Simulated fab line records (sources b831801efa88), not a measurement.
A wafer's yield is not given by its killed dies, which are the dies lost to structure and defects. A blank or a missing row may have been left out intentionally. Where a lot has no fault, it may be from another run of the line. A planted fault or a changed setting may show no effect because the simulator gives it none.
Which tool was responsible? / flow sky130 / 36 wafers from 12 lots sampled at 5 of the route's 708 steps

WHAT EACH GAUGE READ, for each wafer
SKY_VT_ADJUST_NCORE_CD_MEAS_07: the cd target is 380 nm.
lot=L766; measured=day 8 08:16; on=cd_sem-02; cd_nm (nm)=380.2 382.0 380.8
lot=L767; measured=day 8 18:56; on=cd_sem-01; cd_nm (nm)=383.2 378.3 385.6
lot=L768; measured=day 8 23:03; on=cd_sem-02; cd_nm (nm)=376.4 376.3 374.1
lot=L773; measured=day 10 14:19; on=cd_sem-01; cd_nm (nm)=374.9 376.5 376.4
lot=L776; measured=day 11 21:43; on=cd_sem-01; cd_nm (nm)=377.5 376.9 374.4
lot=L778; measured=day 12 05:05; on=cd_sem-01; cd_nm (nm)=383.6 382.2 380.9
lot=L777; measured=day 12 06:01; on=cd_sem-02; cd_nm (nm)=380.9 378.7 379.7
lot=L779; measured=day 12 09:57; on=cd_sem-02; cd_nm (nm)=381.7 383.2 384.7
lot=L785; measured=day 14 10:10; on=cd_sem-02; cd_nm (nm)=381.6 379.5 380.6
lot=L787; measured=day 14 22:14; on=cd_sem-02; cd_nm (nm)=377.3 377.5 380.2
lot=L788; measured=day 15 03:39; on=cd_sem-02; cd_nm (nm)=381.7 379.3 379.9
lot=L789; measured=day 15 08:28; on=cd_sem-02; cd_nm (nm)=383.2 383.9 382.4

SKY_VT_ADJUST_HVTR_TW_MEAS_11.
lot=L766; measured=day 9 05:23; on=film_metro-04; VT_ADJUST_HVTR_TW=212.3 213.3 213.9
lot=L767; measured=day 9 16:23; on=film_metro-03; VT_ADJUST_HVTR_TW=210.9 212.3 211.0
lot=L768; measured=day 9 20:50; on=film_metro-04; VT_ADJUST_HVTR_TW=213.2 212.2 213.2
lot=L773; measured=day 11 14:51; on=film_metro-04; VT_ADJUST_HVTR_TW=210.6 210.8 211.6
lot=L776; measured=day 12 22:47; on=film_metro-04; VT_ADJUST_HVTR_TW=168.5 168.4 170.0
lot=L778; measured=day 13 06:28; on=film_metro-02; VT_ADJUST_HVTR_TW=212.0 212.4 212.8
lot=L777; measured=day 13 07:38; on=film_metro-03; VT_ADJUST_HVTR_TW=169.3 168.6 169.1
lot=L779; measured=day 13 12:07; on=film_metro-02; VT_ADJUST_HVTR_TW=213.5 212.5 211.8
lot=L785; measured=day 15 12:23; on=film_metro-04; VT_ADJUST_HVTR_TW=212.9 212.7 213.1
lot=L787; measured=day 16 01:14; on=film_metro-04; VT_ADJUST_HVTR_TW=212.3 211.4 212.2
lot=L788; measured=day 16 06:36; on=film_metro-04; VT_ADJUST_HVTR_TW=212.5 211.0 211.7
lot=L789; measured=day 16 12:41; on=film_metro-02; VT_ADJUST_HVTR_TW=210.8 209.4 210.3

TOOL THAT RAN EACH LOT (tool first, then ch and the chambers of the sampled wafers, then the start)
lot=L766; SKY_VT_ADJUST_HVTP_STRIP_10=plasma_asher-04 ch 0, day 5 22:17; SKY_VT_ADJUST_HVTR_IMPLANT_09=implanter-01 ch 0, day 9 05:10; SKY_VT_ADJUST_HVTR_STRIP_10=plasma_asher-03 ch 0,1, day 9 05:17
lot=L767; SKY_VT_ADJUST_HVTP_STRIP_10=plasma_asher-02 ch 0,1, day 6 06:36; SKY_VT_ADJUST_HVTR_IMPLANT_09=implanter-02 ch 0, day 9 16:08; SKY_VT_ADJUST_HVTR_STRIP_10=plasma_asher-03 ch 0,1, day 9 16:17
lot=L768; SKY_VT_ADJUST_HVTP_STRIP_10=plasma_asher-02 ch 0,1, day 6 10:51; SKY_VT_ADJUST_HVTR_IMPLANT_09=implanter-01 ch 0, day 9 20:35; SKY_VT_ADJUST_HVTR_STRIP_10=plasma_asher-02 ch 0,1, day 9 20:44
lot=L773; SKY_VT_ADJUST_HVTP_STRIP_10=plasma_asher-01 ch 0,1, day 7 22:59; SKY_VT_ADJUST_HVTR_IMPLANT_09=implanter-03 ch 0, day 11 14:38; SKY_VT_ADJUST_HVTR_STRIP_10=plasma_asher-02 ch 0,1, day 11 14:46
lot=L776; SKY_VT_ADJUST_HVTP_STRIP_10=plasma_asher-04 ch 0,1, day 9 01:46; SKY_VT_ADJUST_HVTR_IMPLANT_09=implanter-03 ch 0, day 12 22:32; SKY_VT_ADJUST_HVTR_STRIP_10=plasma_asher-02 ch 0,1, day 12 22:40
lot=L778; SKY_VT_ADJUST_HVTP_STRIP_10=plasma_asher-01 ch 0,1, day 9 08:19; SKY_VT_ADJUST_HVTR_IMPLANT_09=implanter-02 ch 0, day 13 06:16; SKY_VT_ADJUST_HVTR_STRIP_10=plasma_asher-04 ch 0,1, day 13 06:22
lot=L777; SKY_VT_ADJUST_HVTP_STRIP_10=plasma_asher-02 ch 0,1, day 9 08:35; SKY_VT_ADJUST_HVTR_IMPLANT_09=implanter-03 ch 0, day 13 07:25; SKY_VT_ADJUST_HVTR_STRIP_10=plasma_asher-04 ch 0,1, day 13 07:32
lot=L779; SKY_VT_ADJUST_HVTP_STRIP_10=plasma_asher-04 ch 0,1, day 9 11:39; SKY_VT_ADJUST_HVTR_IMPLANT_09=implanter-02 ch 0, day 13 11:52; SKY_VT_ADJUST_HVTR_STRIP_10=plasma_asher-02 ch 0,1, day 13 12:01
lot=L785; SKY_VT_ADJUST_HVTP_STRIP_10=plasma_asher-01 ch 0,1, day 11 07:38; SKY_VT_ADJUST_HVTR_IMPLANT_09=implanter-02 ch 0, day 15 12:10; SKY_VT_ADJUST_HVTR_STRIP_10=plasma_asher-03 ch 0,1, day 15 12:17
lot=L787; SKY_VT_ADJUST_HVTP_STRIP_10=plasma_asher-01 ch 0,1, day 11 18:59; SKY_VT_ADJUST_HVTR_IMPLANT_09=implanter-02 ch 0, day 16 00:59; SKY_VT_ADJUST_HVTR_STRIP_10=plasma_asher-02 ch 0,1, day 16 01:08
lot=L788; SKY_VT_ADJUST_HVTP_STRIP_10=plasma_asher-02 ch 0,1, day 12 00:15; SKY_VT_ADJUST_HVTR_IMPLANT_09=implanter-01 ch 0, day 16 06:22; SKY_VT_ADJUST_HVTR_STRIP_10=plasma_asher-02 ch 0,1, day 16 06:29
lot=L789; SKY_VT_ADJUST_HVTP_STRIP_10=plasma_asher-04 ch 0,1, day 12 04:48; SKY_VT_ADJUST_HVTR_IMPLANT_09=implanter-02 ch 0, day 16 12:28; SKY_VT_ADJUST_HVTR_STRIP_10=plasma_asher-02 ch 0,1, day 16 12:35
- SKY_VT_ADJUST_HVTP_STRIP_10: strips in O2/N2.
- SKY_VT_ADJUST_HVTR_IMPLANT_09
- SKY_VT_ADJUST_HVTR_STRIP_10: strips in O2/N2.

AS READ BY THE TOOLS THEMSELVES (means over the sampled wafers that have a number; for cases with no such wafer, the mark the record gives instead)
SKY_VT_ADJUST_HVTP_STRIP_10.
lot=L766; tool=plasma_asher-04; drypump_motor_current_A (A)=4.9; oes_product_au (a.u.)=0.717; strip_time_to_endpoint_s (s)=14.13
lot=L767; tool=plasma_asher-02; drypump_motor_current_A (A)=5.9; oes_product_au (a.u.)=0.715; strip_time_to_endpoint_s (s)=14.22
lot=L768; tool=plasma_asher-02; drypump_motor_current_A (A)=5.9; oes_product_au (a.u.)=0.715; strip_time_to_endpoint_s (s)=14.19
lot=L773; tool=plasma_asher-01; drypump_motor_current_A (A)=5.5; oes_product_au (a.u.)=0.719; strip_time_to_endpoint_s (s)=14.19
lot=L776; tool=plasma_asher-04; drypump_motor_current_A (A)=5.3; oes_product_au (a.u.)=0.715; strip_time_to_endpoint_s (s)=14.15
lot=L778; tool=plasma_asher-01; drypump_motor_current_A (A)=5.5; oes_product_au (a.u.)=0.717; strip_time_to_endpoint_s (s)=14.12
lot=L777; tool=plasma_asher-02; drypump_motor_current_A (A)=5.9; oes_product_au (a.u.)=0.715; strip_time_to_endpoint_s (s)=14.16
lot=L779; tool=plasma_asher-04; drypump_motor_current_A (A)=5.3; oes_product_au (a.u.)=0.715; strip_time_to_endpoint_s (s)=14.16
lot=L785; tool=plasma_asher-01; drypump_motor_current_A (A)=5.5; oes_product_au (a.u.)=0.714; strip_time_to_endpoint_s (s)=14.17
lot=L787; tool=plasma_asher-01; drypump_motor_current_A (A)=5.5; oes_product_au (a.u.)=0.716; strip_time_to_endpoint_s (s)=14.18
lot=L788; tool=plasma_asher-02; drypump_motor_current_A (A)=5.9; oes_product_au (a.u.)=0.715; strip_time_to_endpoint_s (s)=14.16
lot=L789; tool=plasma_asher-04; drypump_motor_current_A (A)=5.3; oes_product_au (a.u.)=0.713; strip_time_to_endpoint_s (s)=14.15

SKY_VT_ADJUST_HVTR_IMPLANT_09.
lot=L766 tool=implanter-01 dose_ions_cm2=2.1e+12 faraday_current_uA=11.77
lot=L767 tool=implanter-02 dose_ions_cm2=2.1e+12 faraday_current_uA=11.78
lot=L768 tool=implanter-01 dose_ions_cm2=2.1e+12 faraday_current_uA=11.86
lot=L773 tool=implanter-03 dose_ions_cm2=2.1e+12 faraday_current_uA=11.83
lot=L776 tool=implanter-03 dose_ions_cm2=9.0e+11 faraday_current_uA=5.11
lot=L778 tool=implanter-02 dose_ions_cm2=2.1e+12 faraday_current_uA=11.73
lot=L777 tool=implanter-03 dose_ions_cm2=9.0e+11 faraday_current_uA=5.15
lot=L779 tool=implanter-02 dose_ions_cm2=2.1e+12 faraday_current_uA=11.78
lot=L785 tool=implanter-02 dose_ions_cm2=2.1e+12 faraday_current_uA=11.99
lot=L787 tool=implanter-02 dose_ions_cm2=2.1e+12 faraday_current_uA=11.79
lot=L788 tool=implanter-01 dose_ions_cm2=2.1e+12 faraday_current_uA=11.93
lot=L789 tool=implanter-02 dose_ions_cm2=2.1e+12 faraday_current_uA=11.83

SKY_VT_ADJUST_HVTR_STRIP_10.
lot=L766; tool=plasma_asher-03; drypump_motor_current_A (A)=5.5; oes_product_au (a.u.)=0.721; strip_time_to_endpoint_s (s)=14.15
lot=L767; tool=plasma_asher-03; drypump_motor_current_A (A)=5.5; oes_product_au (a.u.)=0.717; strip_time_to_endpoint_s (s)=14.22
lot=L768; tool=plasma_asher-02; drypump_motor_current_A (A)=5.9; oes_product_au (a.u.)=0.713; strip_time_to_endpoint_s (s)=14.14
lot=L773; tool=plasma_asher-02; drypump_motor_current_A (A)=5.9; oes_product_au (a.u.)=0.713; strip_time_to_endpoint_s (s)=14.13
lot=L776; tool=plasma_asher-02; drypump_motor_current_A (A)=5.9; oes_product_au (a.u.)=0.717; strip_time_to_endpoint_s (s)=14.21
lot=L778; tool=plasma_asher-04; drypump_motor_current_A (A)=5.8; oes_product_au (a.u.)=0.718; strip_time_to_endpoint_s (s)=14.22
lot=L777; tool=plasma_asher-04; drypump_motor_current_A (A)=5.3; oes_product_au (a.u.)=0.714; strip_time_to_endpoint_s (s)=14.23
lot=L779; tool=plasma_asher-02; drypump_motor_current_A (A)=5.9; oes_product_au (a.u.)=0.718; strip_time_to_endpoint_s (s)=14.19
lot=L785; tool=plasma_asher-03; drypump_motor_current_A (A)=5.5; oes_product_au (a.u.)=0.713; strip_time_to_endpoint_s (s)=14.24
lot=L787; tool=plasma_asher-02; drypump_motor_current_A (A)=5.9; oes_product_au (a.u.)=0.718; strip_time_to_endpoint_s (s)=14.13
lot=L788; tool=plasma_asher-02; drypump_motor_current_A (A)=5.9; oes_product_au (a.u.)=0.714; strip_time_to_endpoint_s (s)=14.18
lot=L789; tool=plasma_asher-02; drypump_motor_current_A (A)=5.9; oes_product_au (a.u.)=0.713; strip_time_to_endpoint_s (s)=14.20

THE ANSWER, worked out from the rows above alone
Rule: the lots themselves supply what counts as usual. Put in order of their means at a reading, lots are off if they are a third of the lots or fewer, leave a main group of 4 or more, and stand apart from it by a gap of 3 or more times the standard deviation of the main group's means; of several such gaps the widest counts. A main group whose means are all the same, to the digits that the tables above print for the reading, isn't used. A lot without any number at a reading at which 4 lots or more have one is off too. The other lots that the step has rows for count as sound. Order of review: gauges by route order, followed by the tools' own readings, for which a lot's mean as printed above is used. At the first step where some lot is off, the reading lying furthest off is the one used; lots without a number count as furthest.
Off: L776, L777, at SKY_VT_ADJUST_HVTR_TW_MEAS_11 (VT_ADJUST_HVTR_TW). The main group: mean 212.0, standard deviation 0.91.
If a tool, at a process step before that reading, ran all the lots that are off and no sound lot after the first of them, it fits. The gauges at SKY_VT_ADJUST_HVTR_TW_MEAS_11 aren't tried: what is off there is off at SKY_VT_ADJUST_HVTR_IMPLANT_09 too, on other tools, and a gauge's error can't cause that. One fits: implanter-03 at SKY_VT_ADJUST_HVTR_IMPLANT_09. Its last sound lot is L773 (day 11 14:38), its first lot that is off L776 (day 12 22:32): a fault that began between those two fits.
The tool's own readings at SKY_VT_ADJUST_HVTR_IMPLANT_09 bear it out: on the lots that are off they differ by more than 5 times the standard deviation of the sound lots' means. dose_ions_cm2 reads 9.0e+11 there against 2.1e+12 on the sound lots; faraday_current_uA reads 5.13 there against 11.83 on the sound lots.

WHAT THE SIMULATOR HAD PUT IN
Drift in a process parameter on implanter-03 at SKY_VT_ADJUST_HVTR_IMPLANT_09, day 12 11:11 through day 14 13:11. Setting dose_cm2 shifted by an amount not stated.
Shown lots that were struck: L776, L777. The rule given above showed the same thing.
